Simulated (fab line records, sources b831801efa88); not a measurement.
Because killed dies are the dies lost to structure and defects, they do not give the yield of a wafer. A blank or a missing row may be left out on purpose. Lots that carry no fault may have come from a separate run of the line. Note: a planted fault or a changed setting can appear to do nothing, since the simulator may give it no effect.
Which tool is to blame? + flow sky130 + 11 lots with 33 wafers sampled at 6 steps, on a route of 708 steps

== WHAT THE GAUGES SHOWED, per wafer ==
SKY_POLY_GATE_OVL_MEAS_14.
| lot  | measured     | on         | POLY_GATE_OVL (nm) |
|------|--------------|------------|--------------------|
| L386 | day 19 11:41 | overlay-02 | 0 4 -3             |
| L387 | day 19 17:13 | overlay-02 | -12 -1 -9          |
| L391 | day 21 04:50 | overlay-02 | -10 2 -10          |
| L390 | day 21 07:02 | overlay-02 | -2 5 -1            |
| L393 | day 22 01:03 | overlay-02 | -8 -9 0            |
| L392 | day 22 07:40 | overlay-01 | 1 -4 -1            |
| L394 | day 22 13:22 | overlay-01 | 5 10 3             |
| L395 | day 22 18:06 | overlay-02 | 5 -1 -1            |
| L399 | day 23 13:19 | overlay-01 | -15 -11 -8         |
| L400 | day 23 23:28 | overlay-02 | 0 -2 5             |
| L403 | day 24 06:01 | overlay-02 | -7 2 -10           |

SKY_SD_N_TW_MEAS_12.
| lot  | measured     | on            | SD_N_TW                       |
|------|--------------|---------------|-------------------------------|
| L386 | day 30 21:39 | film metro-03 | 3954 3958 3943                |
| L387 | day 31 02:05 | film metro-03 | 3936 3934 3928                |
| L391 | day 32 07:31 | film metro-01 | 3955 3968 3976                |
| L390 | day 32 09:32 | film metro-01 | 3971 3998 3968                |
| L393 | day 33 02:05 | film metro-03 | 3967 3977 3993                |
| L392 | day 33 10:55 | film metro-01 | 3974 4020 3986                |
| L394 | day 33 13:07 | film metro-02 | 4018 4012 4017                |
| L395 | day 33 18:18 | film metro-03 | 3907 3892 3923                |
| L399 | day 34 08:28 | film metro-03 | 3869 3870 3870 3883 3901 3878 |
| L400 | day 34 21:26 | film metro-03 | 3956 3956 3959                |
| L403 | day 35 02:04 | film metro-02 | 3981 3981 3975                |

SKY_SD_N_RS_MEAS_16: a four-point-probe measurement.
| lot  | measured     | on            | SD_N_RS (ohm/sq)                    |
|------|--------------|---------------|-------------------------------------|
| L386 | day 30 21:56 | film metro-01 | 68.47 68.51 68.54                   |
| L387 | day 31 02:23 | film metro-02 | 68.53 68.40 68.34                   |
| L391 | day 32 07:49 | film metro-03 | 68.35 68.46 68.55                   |
| L390 | day 32 09:49 | film metro-01 | 68.63 68.56 68.67                   |
| L393 | day 33 02:22 | film metro-02 | 68.34 68.41 68.34                   |
| L392 | day 33 11:13 | film metro-03 | 68.59 68.42 68.68                   |
| L394 | day 33 13:25 | film metro-03 | 68.55 68.61 68.56                   |
| L395 | day 33 18:35 | film metro-02 | 75.08 74.89 75.09 74.99 74.78 74.95 |
| L399 | day 34 13:27 | film metro-01 | 75.25 75.08 75.09 75.15 75.01 74.99 |
| L400 | day 34 21:44 | film metro-02 | 68.58 68.74 68.52                   |
| L403 | day 35 02:23 | film metro-03 | 68.66 68.76 68.75                   |

SKY_SD_N_RS_MEAS_18: a four-point-probe measurement.
| lot  | measured     | on            | RES_XHIGH_RS (ohm/sq) |
|------|--------------|---------------|-----------------------|
| L386 | day 30 22:10 | film metro-01 | 330.7 331.8 332.3     |
| L387 | day 31 02:38 | film metro-02 | 334.7 334.6 333.5     |
| L391 | day 32 08:04 | film metro-03 | 332.7 331.1 331.1     |
| L390 | day 32 10:04 | film metro-01 | 331.9 332.2 330.4     |
| L393 | day 33 02:37 | film metro-02 | 332.8 332.0 333.0     |
| L392 | day 33 11:27 | film metro-03 | 335.2 334.9 334.2     |
| L394 | day 33 13:40 | film metro-03 | 333.9 334.6 334.2     |
| L400 | day 34 21:59 | film metro-02 | 331.5 330.3 331.8     |
| L403 | day 35 02:37 | film metro-03 | 334.7 333.4 336.4     |

== WHICH TOOL RAN EACH LOT (tool, then ch and the chambers of the sampled wafers, then the start) ==
| lot  | SKY_SD_N_IMPLANT_09             | SKY_SD_N_STRIP_11                    |
|------|---------------------------------|--------------------------------------|
| L386 | implanter-03 ch 0, day 30 21:15 | plasma asher-02 ch 0,1, day 30 21:33 |
| L387 | implanter-03 ch 0, day 31 01:43 | plasma asher-02 ch 0,1, day 31 02:00 |
| L391 | implanter-04 ch 0, day 32 07:08 | plasma asher-04 ch 0,1, day 32 07:25 |
| L390 | implanter-02 ch 0, day 32 09:08 | plasma asher-04 ch 0,1, day 32 09:26 |
| L393 | implanter-02 ch 0, day 33 01:41 | plasma asher-04 ch 1, day 33 01:59   |
| L392 | implanter-03 ch 0, day 33 10:32 | plasma asher-04 ch 0,1, day 33 10:49 |
| L394 | implanter-04 ch 0, day 33 12:44 | plasma asher-02 ch 0,1, day 33 13:01 |
| L395 | implanter-02 ch 0, day 33 17:54 | plasma asher-04 ch 0,1, day 33 18:12 |
| L399 | implanter-02 ch 0, day 34 08:05 | plasma asher-01 ch 0,1, day 34 08:22 |
| L400 | implanter-04 ch 0, day 34 21:04 | plasma asher-01 ch 0,1, day 34 21:21 |
| L403 | implanter-04 ch 0, day 35 01:43 | plasma asher-02 ch 0,1, day 35 01:58 |
- SKY_SD_N_IMPLANT_09
- SKY_SD_N_STRIP_11: strips in O2/N2.

== AS READ BY THE TOOLS THEMSELVES (means over the sampled wafers that have a number; for cases with no such wafer, the mark the record gives instead) ==
SKY_SD_N_IMPLANT_09.
| lot  | tool         | dose ions cm2 |
|------|--------------|---------------|
| L386 | implanter-03 | 4.000e+15     |
| L387 | implanter-03 | 3.995e+15     |
| L391 | implanter-04 | 3.995e+15     |
| L390 | implanter-02 | 3.996e+15     |
| L393 | implanter-02 | 4.004e+15     |
| L392 | implanter-03 | 4.002e+15     |
| L394 | implanter-04 | 4.002e+15     |
| L395 | implanter-02 | 2.307e+15     |
| L399 | implanter-02 | 2.313e+15     |
| L400 | implanter-04 | 4.002e+15     |
| L403 | implanter-04 | 4.001e+15     |

SKY_SD_N_STRIP_11.
| lot  | tool            | drypump motor current A (A) | o2 flow sccm (sccm) | oes product au (a.u.) | strip time to endpoint s (s) |
|------|-----------------|-----------------------------|---------------------|-----------------------|------------------------------|
| L386 | plasma asher-02 | 5.5                         | 2898                | 0.524                 | 22.58                        |
| L387 | plasma asher-02 | 5.5                         | 2894                | 0.529                 | 22.67                        |
| L391 | plasma asher-04 | 5.6                         | 2897                | 0.529                 | 22.64                        |
| L390 | plasma asher-04 | 5.4                         | 2898                | 0.530                 | 22.59                        |
| L393 | plasma asher-04 | 5.2                         | 2896                | 0.527                 | 22.61                        |
| L392 | plasma asher-04 | 5.4                         | 2893                | 0.526                 | 22.61                        |
| L394 | plasma asher-02 | 5.5                         | 2897                | 0.532                 | 22.61                        |
| L395 | plasma asher-04 | 5.5                         | 2902                | 0.554                 | 20.69                        |
| L399 | plasma asher-01 | 5.4                         | 2895                | 0.553                 | 20.62                        |
| L400 | plasma asher-01 | 5.2                         | 2900                | 0.530                 | 22.57                        |
| L403 | plasma asher-02 | 5.8                         | 2901                | 0.528                 | 22.53                        |

== THE ANSWER, worked out from the rows above alone ==
Rule: the usual values come from the lots themselves. Put in order of their means at a reading, lots are off if they are a third of the lots or fewer, leave a main group of 4 or more, and stand apart from it by a gap of 3 or more times the standard deviation of the main group's means; of several such gaps the widest counts. A main group whose means are all the same, to the digits that the tables above print for the reading, isn't used. Also off: a lot with no number at a reading for which 4 or more lots have one. All remaining lots with rows at the step are treated as sound. First the gauges in route order, then the tools' own readings, where a lot's mean is used as printed above. The first step at which some lot is off is used, and at that step the reading that is off furthest; a lot without a number counts as furthest.
Off: L395, L399, at SKY_SD_N_RS_MEAS_16 (SD_N_RS). Mean 68.54 ohm/sq and standard deviation 0.11 in the main group.
If a tool, at a process step before that reading, ran all the lots that are off and no sound lot after the first of them, it fits. The gauges at SKY_SD_N_RS_MEAS_16 aren't tried: what is off there is off at SKY_SD_N_IMPLANT_09 too, on other tools, and a gauge's error can't cause that. One fits: implanter-02 at SKY_SD_N_IMPLANT_09. Its last sound lot is L393 (day 33 01:41), its first lot that is off L395 (day 33 17:54): a fault that began between those two fits.
The tool's own readings at SKY_SD_N_IMPLANT_09 bear it out: on the lots that are off they differ by more than 5 times the standard deviation of the sound lots' means. dose ions cm2 reads 2.310e+15 there against 4.000e+15 on the sound lots.

== WHAT THE SIMULATOR PUT IN ==
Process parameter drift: implanter-02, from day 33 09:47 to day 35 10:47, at SKY_SD_N_IMPLANT_09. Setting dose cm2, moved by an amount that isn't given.
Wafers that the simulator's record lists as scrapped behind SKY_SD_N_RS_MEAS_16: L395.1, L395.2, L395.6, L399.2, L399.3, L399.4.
Lots struck among those shown: L395, L399. The rule above found the same.
